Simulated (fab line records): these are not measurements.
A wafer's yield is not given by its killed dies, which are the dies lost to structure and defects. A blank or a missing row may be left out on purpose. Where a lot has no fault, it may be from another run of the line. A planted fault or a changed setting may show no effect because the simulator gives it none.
The tool behind it: which one? / flow gf180mcu / Sampling: 14 lots, 42 wafers, 2 of 602 route steps

== WHAT EACH GAUGE READ, for each wafer ==
GF_DUAL_GATE_THK_MEAS_03.
lot=L171; measured=day 7 18:13; on=film_metro-02; DUAL_GATE_OXIDATION_00_THK (nm)=10.87 10.58 10.76
lot=L172; measured=day 8 01:40; on=film_metro-03; DUAL_GATE_OXIDATION_00_THK (nm)=10.63 10.56 10.72
lot=L174; measured=day 8 17:07; on=film_metro-01; DUAL_GATE_OXIDATION_00_THK (nm)=10.57 10.57 10.56
lot=L175; measured=day 8 20:12; on=film_metro-02; DUAL_GATE_OXIDATION_00_THK (nm)=10.89 11.02 11.10
lot=L176; measured=day 9 02:09; on=film_metro-02; DUAL_GATE_OXIDATION_00_THK (nm)=10.81 10.57 10.68
lot=L177; measured=day 9 05:58; on=film_metro-02; DUAL_GATE_OXIDATION_00_THK (nm)=11.25 11.31 11.16
lot=L178; measured=day 9 12:46; on=film_metro-02; DUAL_GATE_OXIDATION_00_THK (nm)=10.65 10.50 10.56
lot=L179; measured=day 9 19:13; on=film_metro-02; DUAL_GATE_OXIDATION_00_THK (nm)=8.99 8.99 9.09
lot=L180; measured=day 10 05:07; on=film_metro-01; DUAL_GATE_OXIDATION_00_THK (nm)=9.09 9.18 9.23
lot=L189; measured=day 12 15:13; on=film_metro-01; DUAL_GATE_OXIDATION_00_THK (nm)=11.04 10.90 10.87
lot=L191; measured=day 13 03:28; on=film_metro-02; DUAL_GATE_OXIDATION_00_THK (nm)=11.15 11.29 11.26
lot=L192; measured=day 13 09:40; on=film_metro-02; DUAL_GATE_OXIDATION_00_THK (nm)=11.00 10.91 10.90
lot=L193; measured=day 13 20:21; on=film_metro-01; DUAL_GATE_OXIDATION_00_THK (nm)=10.92 10.96 10.89
lot=L194; measured=day 14 07:22; on=film_metro-02; DUAL_GATE_OXIDATION_00_THK (nm)=10.84 10.79 11.04

== TOOL THAT RAN EACH LOT (tool first, then ch and the chambers of the sampled wafers, then the start) ==
lot=L171; GF_DUAL_GATE_OXIDATION_02=furnace-01 ch 0, day 7 16:46
lot=L172; GF_DUAL_GATE_OXIDATION_02=furnace-02 ch 0, day 8 00:12
lot=L174; GF_DUAL_GATE_OXIDATION_02=furnace-01 ch 0, day 8 15:40
lot=L175; GF_DUAL_GATE_OXIDATION_02=furnace-02 ch 0, day 8 18:45
lot=L176; GF_DUAL_GATE_OXIDATION_02=furnace-01 ch 0, day 9 00:43
lot=L177; GF_DUAL_GATE_OXIDATION_02=furnace-02 ch 0, day 9 04:32
lot=L178; GF_DUAL_GATE_OXIDATION_02=furnace-01 ch 0, day 9 11:18
lot=L179; GF_DUAL_GATE_OXIDATION_02=furnace-01 ch 0, day 9 17:45
lot=L180; GF_DUAL_GATE_OXIDATION_02=furnace-01 ch 0, day 10 03:40
lot=L189; GF_DUAL_GATE_OXIDATION_02=furnace-02 ch 0, day 12 13:46
lot=L191; GF_DUAL_GATE_OXIDATION_02=furnace-01 ch 0, day 13 02:01
lot=L192; GF_DUAL_GATE_OXIDATION_02=furnace-02 ch 0, day 13 08:13
lot=L193; GF_DUAL_GATE_OXIDATION_02=furnace-02 ch 0, day 13 18:54
lot=L194; GF_DUAL_GATE_OXIDATION_02=furnace-02 ch 0, day 14 05:55
- GF_DUAL_GATE_OXIDATION_02: stabilise 600 s, purge 300 s, target thk 10.887 nm.

== AS READ BY THE TOOLS THEMSELVES (means over the sampled wafers that have a number; for cases with no such wafer, the mark the record gives instead) ==
GF_DUAL_GATE_OXIDATION_02.
lot=L171; tool=furnace-01; spike_tc_bottom_C (C)=918.8; spike_tc_top_C (C)=906.6; zone_power_upper_pct (%)=22.0
lot=L172; tool=furnace-02; spike_tc_bottom_C (C)=920.7; spike_tc_top_C (C)=911.0; zone_power_upper_pct (%)=16.7
lot=L174; tool=furnace-01; spike_tc_bottom_C (C)=918.2; spike_tc_top_C (C)=907.3; zone_power_upper_pct (%)=22.3
lot=L175; tool=furnace-02; spike_tc_bottom_C (C)=921.4; spike_tc_top_C (C)=911.9; zone_power_upper_pct (%)=16.7
lot=L176; tool=furnace-01; spike_tc_bottom_C (C)=919.5; spike_tc_top_C (C)=907.0; zone_power_upper_pct (%)=22.2
lot=L177; tool=furnace-02; spike_tc_bottom_C (C)=921.9; spike_tc_top_C (C)=910.8; zone_power_upper_pct (%)=16.7
lot=L178; tool=furnace-01; spike_tc_bottom_C (C)=920.1; spike_tc_top_C (C)=906.4; zone_power_upper_pct (%)=21.9
lot=L179; tool=furnace-01; spike_tc_bottom_C (C)=918.3; spike_tc_top_C (C)=905.4; zone_power_upper_pct (%)=22.1
lot=L180; tool=furnace-01; spike_tc_bottom_C (C)=920.1; spike_tc_top_C (C)=907.1; zone_power_upper_pct (%)=21.7
lot=L189; tool=furnace-02; spike_tc_bottom_C (C)=921.3; spike_tc_top_C (C)=911.9; zone_power_upper_pct (%)=16.7
lot=L191; tool=furnace-01; spike_tc_bottom_C (C)=918.9; spike_tc_top_C (C)=906.9; zone_power_upper_pct (%)=22.1
lot=L192; tool=furnace-02; spike_tc_bottom_C (C)=921.2; spike_tc_top_C (C)=911.9; zone_power_upper_pct (%)=16.8
lot=L193; tool=furnace-02; spike_tc_bottom_C (C)=922.1; spike_tc_top_C (C)=910.3; zone_power_upper_pct (%)=16.6
lot=L194; tool=furnace-02; spike_tc_bottom_C (C)=921.8; spike_tc_top_C (C)=911.0; zone_power_upper_pct (%)=16.6

== THE ANSWER, worked out from the rows above alone ==
Rule: the usual values come from the lots themselves. Put in order of their means at a reading, lots are off if they are a third of the lots or fewer, leave a main group of 4 or more, and stand apart from it by a gap of 3 or more times the standard deviation of the main group's means; of several such gaps the widest counts. The tables above print the reading to a certain number of digits; a main group whose means all agree to those digits is not used. Also off: a lot with no number at a reading for which 4 or more lots have one. All remaining lots with rows at the step are treated as sound. The gauges are gone through in route order, then the tools' own readings, and for those a lot's mean is taken as printed above. At the first step where some lot is off, the reading lying furthest off is the one used; lots without a number count as furthest.
Off: L179, L180, at GF_DUAL_GATE_THK_MEAS_03 (DUAL_GATE_OXIDATION_00_THK). For the main group the mean is 10.86 nm and the standard deviation 0.22.
If a tool, at a process step before that reading, ran all the lots that are off and no sound lot after the first of them, it fits. Gauges at GF_DUAL_GATE_THK_MEAS_03: tried the same way as those tools. Of those tried, none fits.

== WHAT THE SIMULATOR HAD INSERTED ==
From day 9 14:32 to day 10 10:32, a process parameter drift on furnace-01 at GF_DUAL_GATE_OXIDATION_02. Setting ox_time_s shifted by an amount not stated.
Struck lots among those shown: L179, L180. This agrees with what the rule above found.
